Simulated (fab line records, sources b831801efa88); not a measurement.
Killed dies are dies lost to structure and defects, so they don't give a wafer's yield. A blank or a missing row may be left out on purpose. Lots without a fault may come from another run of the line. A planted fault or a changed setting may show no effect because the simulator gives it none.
Which tool did it? | flow gf180mcu | 7 lots, 21 wafers sampled, at 3 steps of a route of 602

WHAT THE GAUGES READ, wafer by wafer
GF_M2_OVL_MEAS_15.
lot  | measured     | on         | M2_OVL (nm)
L947 | day 20 04:42 | overlay-02 | -1 -2 -6
L949 | day 21 05:15 | overlay-01 | 6 8 0
L953 | day 22 14:10 | overlay-02 | -7 -1 6
L955 | day 23 04:56 | overlay-01 | - - -
L957 | day 24 05:03 | overlay-01 | - - -
L959 | day 24 15:23 | overlay-01 | 1 -3 -2
L965 | day 26 09:18 | overlay-02 | -9 -10 -4

WHICH TOOL RAN EACH LOT (tool, then ch and the chambers of the sampled wafers, then the start)
lot  | GF_M2_SPUTTER_00             | GF_M2_EXPOSE_11
L947 | pvd_sputter-02, day 19 04:46 | krf_scanner-01 ch 0, day 19 17:29
L949 | pvd_sputter-03, day 20 05:05 | krf_scanner-02 ch 0, day 20 17:51
L953 | pvd_sputter-03, day 21 15:02 | krf_scanner-01 ch 0, day 22 02:49
L955 | pvd_sputter-03, day 22 06:08 | krf_scanner-02, day 22 17:58
L957 | pvd_sputter-01, day 23 06:32 | krf_scanner-01, day 23 18:18
L959 | pvd_sputter-02, day 23 17:43 | krf_scanner-01 ch 0, day 24 04:46
L965 | pvd_sputter-01, day 25 12:50 | krf_scanner-01 ch 0, day 25 23:40
- GF_M2_SPUTTER_00: material Ti, target thk 37.5 nm, time 150 s.
- GF_M2_EXPOSE_11: exposes mask Metal2, target cd 280 nm.

THE ANSWER, worked out from the rows above alone
Rule: what is usual is taken from the lots themselves. Put in order of their means at a reading, lots are off if they are a third of the lots or fewer, leave a main group of 4 or more, and stand apart from it by a gap of 3 or more times the standard deviation of the main group's means; of several such gaps the widest counts. A main group whose means are all the same, to the digits that the tables above print for the reading, isn't used. A lot without any number at a reading at which 4 lots or more have one is off too. The other lots that the step has rows for count as sound.
Off: L955, L957, at GF_M2_OVL_MEAS_15 (M2_OVL). Without a number there: L955, L957. The main group: mean -2 nm, standard deviation 4.
A tool fits if, at a process step before that reading, it ran every lot that is off, and no sound lot after the first of them. The gauges at GF_M2_OVL_MEAS_15 are tried like those tools. None of those tried fits.

WHAT THE SIMULATOR HAD PUT IN
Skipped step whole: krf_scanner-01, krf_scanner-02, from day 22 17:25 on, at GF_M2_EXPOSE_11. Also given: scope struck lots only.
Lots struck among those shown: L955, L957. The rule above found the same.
